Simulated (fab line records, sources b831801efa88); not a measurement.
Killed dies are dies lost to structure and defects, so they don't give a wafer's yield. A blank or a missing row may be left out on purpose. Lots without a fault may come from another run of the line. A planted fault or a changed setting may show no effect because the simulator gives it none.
Chamber matching | flow sky130 | SKY_FIELD_ISO_ETCH_15 on rie_diel-02: 3 sister chambers
The step etches the open film in CHF3/O2, stops on Si, target depth 180 nm, time 72 s. 3 wafers are shown with their chamber, then 5 later ones without.

WAFERS WITH THEIR CHAMBER
wafer  | chamber | drypump_motor_current_A (A)
L086.1 | 3       | 5.8
L086.3 | 1       | 6.4
L088.2 | 0       | 5.8

WAFERS WITHOUT THEIR CHAMBER
wafer  | drypump_motor_current_A (A)
L088.3 | 5.7
L091.3 | 5.8
L091.4 | 5.7
L096.3 | 5.8
L096.4 | 6.5

WHICH CHAMBER EACH WENT THROUGH
wafer  | from the rows above     | in truth
L088.3 | can't be placed: 0 or 3 | 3
L091.3 | can't be placed: 0 or 3 | 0
L091.4 | can't be placed: 0 or 3 | 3
L096.3 | can't be placed: 0 or 3 | 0
L096.4 | 1                       | 1
Placed correctly: 1 of 5. Can't be placed from these rows: 4 (the true chamber is among the candidates in 4). Placed wrongly: 0.
How it was worked out, from the rows above alone: a wafer's distance from a chamber is the root of the sum, over the readings, of the square of ((its reading less the chamber's mean) divided by the reading's scatter). The wafer belongs to the nearest chamber; if the next one is less than 2 further off, it can't be placed. A chamber's mean is the mean of its shown wafers. The scatter: with one shown wafer a chamber, the root of the mean of the squares of how far each hidden wafer lies from its nearest shown one.
